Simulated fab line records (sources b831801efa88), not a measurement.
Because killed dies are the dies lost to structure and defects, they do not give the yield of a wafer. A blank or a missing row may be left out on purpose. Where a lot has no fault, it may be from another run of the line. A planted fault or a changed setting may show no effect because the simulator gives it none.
A lot that was struck, set against a sound lot | flow sfq_line | 13 out of 325 route steps
Sound: wafers L667.1, L667.2, L667.4. Wafers L661.3, L661.4, L661.5 were the ones struck. The cause is given at the end.
Per side, at each step with rows, come the tool, then ch with its chambers, and then its first start. Under that, the readings that differ: sound wafers | struck wafers | difference of the means | sigmas: that difference in standard deviations of wafers without a fault.
alike: readings whose means differ by less than 2 such deviations, and words and numbers that are the same on both sides. not compared: withheld readings, readings that some wafer has no value for, bounds like >300 that may hide the same value, and numbers for which the record gives no deviation and whose values overlap.
The two part at a step that has a row with sigmas, a row that says differs or no value, or rows on one side only. Numbers that don't overlap but have no deviation are shown without sigmas and don't part them. A reading that every wafer of one side lacks parts them only if that side has two wafers or more.

first, 2 steps without rows for these wafers: SFQ_TRILAYER_I6_VIA_STRIP_SOLV_CLEAN_174 (cleans in NMP, time 600 s); SFQ_TRILAYER_M7_DEP_PRE_CLEAN_176 (time 22.5 s).
SFQ_TRILAYER_M7_DEP_SPUTTER_175: material Nb, target thk 200 nm, time 133.3 s.
  sound on pvd_sputter-03, day 68 15:03; struck on pvd_sputter-03, day 67 00:31
  alike: throttle_valve_pct
SFQ_M7_RS_MEAS_943: measures by four-point-probe.
  sound on film_metro-02, day 68 15:08; struck on film_metro-03, day 67 00:39
  alike: M7_NB_RS
then, 6 steps without rows for these wafers: SFQ_TRILAYER_M7_LITHO_COAT_182 (resist thk 62 nm); SFQ_TRILAYER_M7_LITHO_COAT_177 (resist thk 600 nm); SFQ_TRILAYER_M7_LITHO_SOFTBAKE_181; SFQ_TRILAYER_M7_LITHO_EXPOSE_178 (exposes mask M7, target cd 500 nm); SFQ_TRILAYER_M7_LITHO_PEB_180 (peb time 60 s); SFQ_TRILAYER_M7_LITHO_DEVELOP_179 (time 60 s).
SFQ_M7_OVL_MEAS_945:
  sound on overlay-01, day 69 14:53; struck on overlay-02, day 68 07:12
  alike: M7_OVL
SFQ_TRILAYER_M7_BARC_OPEN_METAL_ETCH_229: etches BARC in O2, target depth 125 nm, time 41.7 s.
  sound on rie_metal-01 ch 0,1, day 69 14:55; struck on rie_metal-03 ch 0,1, day 68 07:15
  reading    | sound             | struck            | difference | sigmas
  bias_w (W) | 80.21 80.23 79.59 | 81.54 81.72 81.77 | +1.67      | +7
  alike: drypump_motor_current_A, oes_product_au
  not compared: rf_hours_counter_h
SFQ_TRILAYER_M7_ETCH_METAL_ETCH_180: etches Nb in Cl2/Ar, stops on SiO2, target depth 240 nm, time 120 s.
  sound on rie_metal-01 ch 0,1, day 69 14:59; struck on rie_metal-03 ch 0,1, day 68 07:20
  alike: bias_w, drypump_motor_current_A, oes_product_au
  not compared: rf_hours_counter_h

## WHERE THEY PART
Only at SFQ_TRILAYER_M7_BARC_OPEN_METAL_ETCH_229, as far as this record shows. Later steps at which nothing parts them and some readings are alike: SFQ_TRILAYER_M7_ETCH_METAL_ETCH_180.

WHY: what the simulator had put in
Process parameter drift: rie_metal-03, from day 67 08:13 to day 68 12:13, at SFQ_TRILAYER_M7_BARC_OPEN_METAL_ETCH_229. A move of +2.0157 in setting bias_w, from 80. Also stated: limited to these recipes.
